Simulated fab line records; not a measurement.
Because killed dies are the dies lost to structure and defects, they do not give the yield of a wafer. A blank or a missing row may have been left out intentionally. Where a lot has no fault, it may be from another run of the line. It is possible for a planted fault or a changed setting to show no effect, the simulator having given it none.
A lot that was struck, set against a sound lot ; flow sky130 ; 14 out of 708 route steps
Sound: the wafers L666.2, L666.3, L666.6. Wafers struck: L652.3, L652.4, L652.5. Last of all comes the cause.
Order at every step that has rows: each side's tool, ch and its chambers, its first start. Under that, the readings that differ: sound wafers ; struck wafers ; difference of the means ; sigmas: that difference in standard deviations of wafers without a fault.
alike: readings with means less than 2 such deviations apart, plus words and numbers identical on both sides. not compared: withheld readings, readings lacking a value on some wafer, bounds such as >300 that could conceal the same value, and numbers that have no deviation in the record and whose values overlap.
Wherever a step has rows on one side only, a row that says differs or no value, or a row with sigmas, the two part there. Numbers that have no deviation but don't overlap get no sigmas and don't part them. A reading missing from all wafers of one side parts the sides only when that side holds two or more wafers.

SKY_LI_CONTACT_RS_MEAS_22: measures by four-point-probe.
  sound on filmMetro-01 at day 34 21:47; struck on filmMetro-04 at day 30 09:50
  alike: LI_CONTACT_W_RS
SKY_LI_CONTACT_THK_MEAS_23: measures by xrf.
  sound on filmMetro-01 at day 34 21:54; struck on filmMetro-04 at day 30 09:56
  alike: LI_CONTACT_W_THK
SKY_LI_CONTACT_CMP_24: polishes, stops on PSG, t overpolish 20 s, target thk 0 nm.
  sound on cmp-02 ch 0,1, day 34 21:57; struck on cmp-01 ch 0,1,3, day 30 10:04
  alike: motorCurrentA, overpolishRunS, slurryFlowMlMin, timeToEndpointS
SKY_LOCAL_INTERCONNECT_SPUTTER_00: material TiN, target thk 100 nm, time 83.3 s.
  sound on pvdSputter-04 at day 34 22:15; struck on pvdSputter-02 at day 30 10:16
  alike: substrateTempC, throttleValvePct
SKY_LOCAL_INTERCONNECT_RS_MEAS_01: measures by four-point-probe.
  sound on filmMetro-02 at day 34 22:20; struck on filmMetro-02 at day 30 10:22
  alike: LOCAL_INTERCONNECT_TIN_RS
SKY_LOCAL_INTERCONNECT_THK_MEAS_02: measures by xrf.
  sound on filmMetro-02 at day 34 22:27; struck on filmMetro-02 at day 30 10:28
  alike: LOCAL_INTERCONNECT_TIN_THK
then, 6 steps without rows for these wafers: SKY_LOCAL_INTERCONNECT_DEHYDRATE_03 (time 60 s); SKY_LOCAL_INTERCONNECT_HMDS_04 (prime time 60 s); SKY_LOCAL_INTERCONNECT_COAT_05 (resist thk 60 nm); SKY_LOCAL_INTERCONNECT_COAT_06 (resist thk 450 nm); SKY_LOCAL_INTERCONNECT_SOFTBAKE_07 (time 90 s); SKY_LOCAL_INTERCONNECT_EXPOSE_08 (exposes mask LI1M, target cd 170 nm).
SKY_LOCAL_INTERCONNECT_PEB_09:
  sound on lithoTrack-04 ch 0, day 36 00:00; struck on lithoTrack-01, day 31 13:00
reading;sound;struck;difference;sigmas
exhaustPa (Pa);43.7 43.9 44.9;- - -;no value on the struck wafers;
  not compared: chillPlateTempC
then, 1 step without rows for these wafers: SKY_LOCAL_INTERCONNECT_DEVELOP_10 (develop time 60 s).

== WHERE THEY PART ==
SKY_LOCAL_INTERCONNECT_PEB_09 only, going by this record.

WHY: what the simulator had put in
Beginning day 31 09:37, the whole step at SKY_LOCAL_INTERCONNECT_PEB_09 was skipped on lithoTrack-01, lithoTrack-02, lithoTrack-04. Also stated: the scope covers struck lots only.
